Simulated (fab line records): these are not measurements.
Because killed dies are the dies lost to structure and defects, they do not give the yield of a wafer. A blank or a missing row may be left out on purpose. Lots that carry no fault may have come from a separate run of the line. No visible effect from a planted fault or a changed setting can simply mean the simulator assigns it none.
2 desks, one fault | flow gf180mcu | numbers are kept per desk, each desk with only its own; the story behind them comes last

## THE TOOL OWNER'S DESK: hdpcvd-01
The tool's own readings at GF_CONTACT_CVD_00 (deposits SiO2, target thk 300 nm, time 50 s): means of the sampled wafers that have a number, for each lot that ran on this tool. Marked OUT: a lot whose mean sits more than 4 standard deviations from the usual mean, which makes it out of limits; the brackets give that distance.
Columns: A = sih4-flow-sccm at GF_CONTACT_CVD_00, usual 60.01 sccm
lot  | first seen here | A
L667 | day 15 17:41    | 60.12
L668 | day 16 06:43    | 60.03
L670 | day 16 22:31    | 60.07
L673 | day 18 04:07    | 60.10
L674 | day 18 05:49    | 89.93 (+99 or more) OUT
L677 | day 19 10:08    | 90.10 (+99 or more) OUT
L686 | day 23 02:41    | 59.84
Finding of this desk: L674, L677 out of limits; the first was L674 at day 18 05:49, on sih4-flow-sccm at GF_CONTACT_CVD_00. In limits: L667, L668, L670, L673, L686.

## THE METROLOGY DESK
Lot by lot, what the gauges showed, no matter which tool ran the lot: averages of those sampled wafers that carry a number. Marked OUT: a lot whose mean sits more than 4 standard deviations from the usual mean, which makes it out of limits; the brackets give that distance.
Columns: A = CONTACT_CVD_00_THK at GF_CONTACT_THK_MEAS_01, usual 301 nm; B = CONTACT_BOW at GF_CONTACT_BOW_MEAS_05, usual 65 um; C = CONTACT_OVL at GF_CONTACT_OVL_MEAS_15, usual 2 nm
lot  | first seen here | A             | B  | C
L667 | day 15 17:44    | 300           | 66 | 1
L668 | day 16 06:46    | 300           | 66 | 1
L669 | day 16 20:26    | 300           | 72 | 0
L670 | day 16 22:34    | 302           | 68 | 3
L673 | day 18 04:09    | 300           | 70 | 1
L674 | day 18 05:51    | 452 (+49) OUT | 73 | 7
L677 | day 19 10:11    | 451 (+48) OUT | 73 | 9
L681 | day 21 01:07    | 300           | 62 | 1
L683 | day 21 19:19    | 301           | 62 | 0
L684 | day 22 03:26    | 302           | 53 | 9
L685 | day 22 14:44    | 303           | 61 | -12
L686 | day 23 02:45    | 302           | 64 | 3
Finding of this desk: L674, L677 out of limits, first seen on L674 at day 18 05:51 (CONTACT_CVD_00_THK at GF_CONTACT_THK_MEAS_01). In limits: L667, L668, L669, L670, L673, L681, L683, L684, L685, L686.

## TAKEN TOGETHER
At day 18 05:49, on L674, L677, the tool owner's desk was in a position to raise an alarm.
Metrology desk: alarm possible at day 18 05:51 on L674, L677.
All the named lots went through GF_CONTACT_CVD_00 on hdpcvd-01.

## WHAT THE SIMULATOR HAD INSERTED
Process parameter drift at GF_CONTACT_CVD_00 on hdpcvd-01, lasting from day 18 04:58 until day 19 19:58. The setting sih4-flow-sccm was moved by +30, starting from 60. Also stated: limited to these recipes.
Lots struck among those shown: L674, L677.
Counting hours from when the fault started, the first reading out of limits came at 1 for the tool owner's desk and at 1 for the metrology desk.
